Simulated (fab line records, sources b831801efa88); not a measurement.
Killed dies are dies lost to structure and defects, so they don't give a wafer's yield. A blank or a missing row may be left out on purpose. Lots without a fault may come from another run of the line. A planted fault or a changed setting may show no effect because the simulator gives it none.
fab line records | flow gf180mcu
record lots=5 wafers=15 last_day=33
route steps=602 shown HV_LDD@192
lots that met no fault: from a run of the same line without faults
start_h: hours from the record's first day to the start of the lot's first wafer shown | wait_h: hours since the lot's step before | " the same as in the row above | L1.1+2: a row that stands for several wafers | - no value, or no start given | * or withheld: withheld | < > ~ a bound
route shown NAME@n: a module of which the file shows steps, and the number in the route of the first | usual: mean/standard deviation of fault-free wafers | same: alike in all rows | chamber/n: place in a boat | sites: the reading at each site | _std_site: their standard deviation | _edge_site: outer sites' mean less inner sites' | radius_mm: how far each site lies from the wafer's centre | mask NAME#n: copy n | behind: the tool/chamber that last shaped the wafer | hold: why the lot was held/for how many hours/how that ended | device: the transistor (n, p or np) that didn't switch | end of line: the same wafers' tests at the end of the route | a step without rows: its recipe alone | killed: dies lost to structure and defects at the first sort, not the wafer's yield | map: a wafer's dies, x killed, . not, _ none there
set.NAME: the setting as run; set.NAME@STEP: as run at that earlier step | model.NAME: the simulator's own value behind a step, which no gauge read
lots at some steps of the route; a table a step, a row a wafer
services: from which hour (start_h, from the record's first day; less than 0 if before it) a tool's chamber was out of use, for how many hours, and why
## steps
# step GF_HV_LDD_EXPOSE_16
# recipe mask_id=Pplus_LV_AREA target_cd_nm=400 na=0.6 source_shape=conventional sigma_outer=0.6 dose_mj=140
# step GF_HV_LDD_PEB_17
# recipe temp_c=withheld time_s=* resist=NOVOLAK
# step GF_HV_LDD_DEVELOP_18
# recipe develop_time_s=60 dev_temp_c=23
# step GF_HV_LDD_CD_MEAS_19
# recipe target_cd_nm=400
# usual cd_nm=399.1/2.3
# columns lot.wafer tool chamber start_h wait_h cd_nm
L239.1 cd_sem-02 - 242.48 0.1 398.4
L239.3 " - " " 397.4
L239.5 " - " " 398.1
L242.3 cd_sem-01 - 263.12 0.1 396.6
L242.4 " - " " 394.5
L242.6 " - " " 394.3
L244.4 cd_sem-02 - 284.84 0.1 398.6
L244.5 " - " " 398.3
L244.6 " - " " 398.2
L257.1 cd_sem-01 - 370.33 0.1 400.8
L257.2 " - " " 401.0
L257.6 " - " " 400.7
L259.1 cd_sem-02 - 384.83 0.1 398.1
L259.3 " - " " 396.8
L259.4 " - " " 396.9
# step GF_HV_LDD_OVL_MEAS_20
# usual HV_LDD_01_OVL=-0.2/1.3
# columns lot.wafer tool chamber start_h wait_h HV_LDD_01_OVL[nm]
L239.1 overlay-01 - 242.60 0.1 1.9
L239.3 " - " " 0.0
L239.5 " - " " -0.4
L242.3 overlay-01 - 263.21 0.1 1.1
L242.4 " - " " 0.7
L242.6 " - " " 0.7
L244.4 overlay-01 - 284.92 0.1 1.6
L244.5 " - " " 0.8
L244.6 " - " " 1.7
L257.1 overlay-02 - 370.45 0.1 0.2
L257.2 " - " " -1.0
L257.6 " - " " 0.2
L259.1 overlay-01 - 384.95 0.1 -1.2
L259.3 " - " " -0.2
L259.4 " - " " 1.7
# step GF_HV_LDD_IMPLANT_21
# recipe species=BF2 energy_kev=25 dose_cm2=5e+13 tilt_deg=7
# step GF_HV_LDD_STRIP_22
# recipe chemistry=O2/N2 power_w=1400 pressure_mtorr=1500 platen_temp_c=250 o2_flow_sccm=3000 n2_flow_sccm=300 overash_fraction=0.5
# usual drypump_motor_current_A=5.7/0.53 heater_power_w=342/16 oes_product_au=0.716/0.0042 strip_time_to_endpoint_s=12.63/0.042
# columns lot.wafer tool chamber start_h wait_h drypump_motor_current_A heater_power_w oes_product_au rf_hours_counter_h strip_time_to_endpoint_s
L239.1 plasma_asher-01 0 242.79 0.1 5.6 338 0.721 61 12.61
L239.3 " 1 " " 5.0 347 0.714 - 12.60
L239.5 " 1 " " 5.0 343 0.722 - 12.59
L242.3 plasma_asher-04 0 263.42 0.1 6.3 348 0.717 - 12.58
L242.4 " 1 " " 6.0 341 0.707 - 12.63
L242.6 " 0 " " 6.3 351 0.713 - 12.64
L244.4 plasma_asher-01 1 285.12 0.1 5.0 347 0.721 - 12.57
L244.5 " 0 " " 5.6 338 0.711 - 12.58
L244.6 " 1 " " 5.0 348 0.713 - 12.57
L257.1 plasma_asher-01 1 370.63 0.1 5.0 346 0.716 76 12.60
L257.2 " 0 " " 5.6 334 0.719 76 12.61
L257.6 " 1 " " 5.0 354 0.717 - 12.60
L259.1 plasma_asher-02 1 385.13 0.1 6.6 367 0.717 62 12.66
L259.3 " 0 " " 5.4 306 0.714 - 12.64
L259.4 " 1 " " 6.6 372 0.716 - 12.70
# step GF_HV_LDD_TW_MEAS_23
# usual HV_LDD_2_TW=1050/8.2
# columns lot.wafer tool chamber start_h wait_h HV_LDD_2_TW
L239.1 film_metro-02 - 242.89 0.1 1057
L239.3 " - " " 1054
L239.5 " - " " 1056
L242.3 film_metro-01 - 263.51 0.1 1045
L242.4 " - " " 1050
L242.6 " - " " 1048
L244.4 film_metro-01 - 285.22 0.1 1060
L244.5 " - " " 1053
L244.6 " - " " 1054
L257.1 film_metro-01 - 370.73 0.1 1054
L257.2 " - " " 1048
L257.6 " - " " 1057
L259.1 film_metro-02 - 385.23 0.1 1062
L259.3 " - " " 1057
L259.4 " - " " 1065
# step GF_HV_LDD_DEHYDRATE_24
# recipe temp_c=200 time_s=60
# step GF_HV_LDD_HMDS_25
# recipe prime_time_s=60 prime_temp_c=120
# step GF_HV_LDD_COAT_26
# recipe resist=NOVOLAK spin_rpm=3000 resist_thk_nm=1000
# step GF_HV_LDD_SOFTBAKE_27
# recipe temp_c=90 time_s=60 resist=NOVOLAK
# step GF_HV_LDD_EXPOSE_28
# recipe mask_id=Nplus_HV_AREA target_cd_nm=400 na=0.6 source_shape=conventional sigma_outer=0.6 dose_mj=140
# columns lot.wafer tool chamber start_h wait_h mask
L239.1+3+5 iline_stepper-01 0 252.13 - Nplus_HV_AREA#0
L242.3+4+6 iline_stepper-01 0 273.02 - Pplus_LV_AREA#0
L244.4+5+6 iline_stepper-01 0 294.84 - Nplus_HV_AREA#0
L257.1+2+6 iline_stepper-01 0 381.50 - Nplus_HV_AREA#0
L259.1+3+4 iline_stepper-02 0 396.28 - Nplus_HV_AREA#0
# step GF_HV_LDD_PEB_29
# recipe temp_c=withheld time_s=* resist=NOVOLAK
# step GF_HV_LDD_DEVELOP_30
# recipe develop_time_s=60 dev_temp_c=23
# step GF_HV_LDD_CD_MEAS_31
# recipe target_cd_nm=400
# usual cd_nm=399.0/2.5
# columns lot.wafer tool chamber start_h wait_h cd_nm
L239.1 cd_sem-02 - 260.58 0.1 398.0
L239.3 " - " " 400.6
L239.5 " - " " 398.1
L242.3 cd_sem-02 - 282.42 0.1 -
L242.4 " - " " -
L242.6 " - " " -
L244.4 cd_sem-02 - 304.40 0.1 404.2
L244.5 " - " " 403.7
L244.6 " - " " 401.5
L257.1 cd_sem-01 - 392.29 0.1 398.3
L257.2 " - " " 396.1
L257.6 " - " " 400.2
L259.1 cd_sem-02 - 407.79 0.1 397.4
L259.3 " - " " 396.1
L259.4 " - " " 396.1
# step GF_HV_LDD_OVL_MEAS_32
# usual HV_LDD_02_OVL=1.0/1.3
# columns lot.wafer tool chamber start_h wait_h HV_LDD_02_OVL[nm]
L239.1 overlay-02 - 260.70 0.1 2.3
L239.3 " - " " 3.3
L239.5 " - " " 0.5
L242.3 overlay-02 - 282.51 0.1 -
L242.4 " - " " -
L242.6 " - " " -
L244.4 overlay-01 - 304.48 0.1 -1.6
L244.5 " - " " -1.1
L244.6 " - " " -1.8
L257.1 overlay-02 - 392.41 0.1 -0.1
L257.2 " - " " 0.7
L257.6 " - " " 3.3
L259.1 overlay-01 - 407.91 0.1 2.1
L259.3 " - " " 3.1
L259.4 " - " " 2.3
# step GF_HV_LDD_IMPLANT_33
# recipe species=P energy_kev=60 dose_cm2=7.5e+12 tilt_deg=30 rotation_deg=0
# step GF_HV_LDD_IMPLANT_34
# recipe species=P energy_kev=60 dose_cm2=7.5e+12 tilt_deg=30 rotation_deg=90
# step GF_HV_LDD_IMPLANT_35
# recipe species=P energy_kev=60 dose_cm2=7.5e+12 tilt_deg=30 rotation_deg=180
# step GF_HV_LDD_IMPLANT_36
# recipe species=P energy_kev=60 dose_cm2=7.5e+12 tilt_deg=30 rotation_deg=270
# step GF_HV_LDD_STRIP_37
# recipe chemistry=O2/N2 power_w=1400 pressure_mtorr=1500 platen_temp_c=250 o2_flow_sccm=3000 n2_flow_sccm=300 overash_fraction=0.5
# usual drypump_motor_current_A=5.7/0.54 heater_power_w=340/17 oes_product_au=0.716/0.0046 strip_time_to_endpoint_s=12.64/0.039
# columns lot.wafer tool chamber start_h wait_h drypump_motor_current_A heater_power_w oes_product_au rf_hours_counter_h strip_time_to_endpoint_s
L239.1 plasma_asher-01 1 261.34 0.1 5.0 349 0.718 63 12.61
L239.3 " 0 " " 5.6 334 0.720 - 12.58
L239.5 " 1 " " 5.0 351 0.720 - 12.63
L242.3 plasma_asher-04 0 283.17 0.1 6.3 352 0.720 - 12.70
L242.4 " 1 " " 5.9 339 0.718 - 12.68
L242.6 " 1 " " 5.9 334 0.718 - 12.65
L244.4 plasma_asher-02 1 305.13 0.1 6.6 369 0.721 - 12.58
L244.5 " 0 " " 5.4 302 0.710 - 12.58
L244.6 " 1 " " 6.6 362 0.716 - 12.57
L257.1 plasma_asher-04 1 393.04 0.1 5.9 336 0.718 66 12.67
L257.2 " 0 " " 6.3 343 0.708 66 12.67
L257.6 " 0 " " 6.3 350 0.713 - 12.68
L259.1 plasma_asher-02 0 408.54 0.1 5.4 308 0.711 64 12.65
L259.3 " 1 " " 6.6 369 0.716 - 12.68
L259.4 " 0 " " 5.5 310 0.710 - 12.64
# step GF_HV_LDD_TW_MEAS_38
# usual HV_LDD_3_TW=1426/13
# columns lot.wafer tool chamber start_h wait_h hold HV_LDD_3_TW
L239.1 film_metro-01 - 261.44 0.1 - 1421
L239.3 " - " " - 1427
L239.5 " - " " - 1430
L242.3 film_metro-04 - 283.25 0.1 await_dispo/0.2h/release 30
L242.4 " - " " await_dispo/0.2h/release 30
L242.6 " - " " await_dispo/0.2h/release 30
L242.3 film_metro-04 - 283.48 0.2 - 30
L242.4 " - " " - 30
L242.6 " - " " - 30
L244.4 film_metro-04 - 305.23 0.1 - 1412
L244.5 " - " " - 1412
L244.6 " - " " - 1417
L257.1 film_metro-01 - 393.14 0.1 - 1435
L257.2 " - " " - 1435
L257.6 " - " " - 1439
L259.1 film_metro-04 - 408.65 0.1 - 1433
L259.3 " - " " - 1429
L259.4 " - " " - 1436
## services
# columns tool chamber start_h hours kind
plasma_asher-01 - 227.02 2.8 pm
iline_stepper-01 0 242.80 - calibration
iline_stepper-02 - 244.91 4.6 repair
iline_stepper-02 - 249.51 1.7 pm
plasma_asher-02 - 268.61 14.6 pm
plasma_asher-02 - 290.23 1.8 repair
iline_stepper-02 0 316.51 - calibration
plasma_asher-02 - 345.25 38.7 pm
iline_stepper-01 - 363.84 2.1 pm
iline_stepper-01 - 365.92 - consumable_replace:lamp
iline_stepper-02 - 385.26 2.8 repair
## key
first_sign step=GF_HV_LDD_EXPOSE_28 reading=mask direction=changed
effect step=GF_HV_LDD_CD_MEAS_31 reading=cd_nm direction=missing
effect step=GF_HV_LDD_OVL_MEAS_32 reading=HV_LDD_02_OVL direction=missing
effect step=GF_HV_LDD_TW_MEAS_38 reading=visit direction=added
effect step=GF_HV_LDD_TW_MEAS_38 reading=HV_LDD_3_TW direction=down sigmas=99+ usual=1426 struck=30
met_at GF_HV_LDD_EXPOSE_28
struck_wafers L242.3,L242.4,L242.6
scrapped_behind GF_HV_LDD_TW_MEAS_38 L242.3,L242.4,L242.6
onset_between 252.13 273.02
fault kind=wrong_mask tool=any chamber=- onset_h=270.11 steps=GF_HV_LDD_EXPOSE_28 aux_copy=Pplus_LV_AREA#0 scope=struck_lots_only
